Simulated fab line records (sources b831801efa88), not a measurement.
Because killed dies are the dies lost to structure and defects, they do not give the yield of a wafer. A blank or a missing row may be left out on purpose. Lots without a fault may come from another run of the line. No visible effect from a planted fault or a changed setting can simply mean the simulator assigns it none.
One fault through the eyes of 2 desks | flow sky130 | each desk holds nothing but its own numbers, with what lay behind them at the end

== AT THE TOOL OWNER'S DESK: litho-track-02 ==
The tool's own readings at SKY_NWELL_COAT_18 (resist thk 3000 nm): means of the sampled wafers that have a number, for each lot that ran on this tool. If a lot's mean is further than 4 standard deviations from the usual mean, the lot is out of limits and carries the mark OUT (the distance appears in the brackets).
Columns: A = resist-line-temp-C at SKY_NWELL_COAT_18, usual 23.02 C; B = spin-speed-rpm at SKY_NWELL_COAT_18, usual 1999.7 rpm
lot  | first seen here | A     | B
L319 | day 5 16:55     | 23.06 | 2000.1
L324 | day 6 12:43     | 23.03 | 1999.6
L325 | day 6 17:22     | 22.99 | 1999.6
L328 | day 7 11:25     | 23.01 | 1998.9
L330 | day 7 22:27     | 23.05 | 2000.0
L331 | day 8 07:57     | 23.00 | 1998.6
L332 | day 8 14:12     | 22.87 | 1999.0
This desk's verdict: no lot among the 7 shows anything out of limits.

== METROLOGY DESK ==
What the gauges read, lot by lot, whatever tool the lot ran on: means of the sampled wafers that have a number. If a lot's mean is further than 4 standard deviations from the usual mean, the lot is out of limits and carries the mark OUT (the distance appears in the brackets).
Columns: A = FIELD_ISO_OXIDATION_01_THK at SKY_FIELD_ISO_THK_MEAS_23, usual 9.97 nm; B = PWDE_OVL at SKY_PWDE_OVL_MEAS_07, usual 0.0 nm; C = NWELL_01_OVL at SKY_NWELL_OVL_MEAS_23, usual 1.1 nm
lot  | first seen here | A     | B    | C
L318 | day 2 22:16     | 10.02 | -1.2 | 0.7
L319 | day 2 23:26     | 10.04 | -0.5 | -0.4
L322 | day 3 07:30     | 9.73  | -0.7 | 3.5
L323 | day 3 09:48     | 9.92  | 1.1  | -0.2
L324 | day 3 16:35     | 10.00 | -1.8 | 2.4
L325 | day 3 20:14     | 10.21 | -2.0 | 0.2
L328 | day 4 12:59     | 10.16 | -0.0 | 0.8
L329 | day 4 16:43     | 9.97  | 1.1  | 1.2
L330 | day 4 23:32     | 9.80  | -0.9 | 1.0
L331 | day 5 03:25     | 10.30 | 0.9  | -0.1
L332 | day 5 10:27     | 10.00 | 1.1  | 1.2
L337 | day 6 10:16     | 9.88  | 2.6  | -0.2
L341 | day 7 13:14     | 9.90  | -1.7 | 1.8
This desk's verdict: no lot among the 13 shows anything out of limits.

== BROUGHT TOGETHER ==
The desk of the tool owner found nothing out of limits.
Metrology desk: nothing out of limits seen.

== WHAT THE SIMULATOR HAD PUT IN ==
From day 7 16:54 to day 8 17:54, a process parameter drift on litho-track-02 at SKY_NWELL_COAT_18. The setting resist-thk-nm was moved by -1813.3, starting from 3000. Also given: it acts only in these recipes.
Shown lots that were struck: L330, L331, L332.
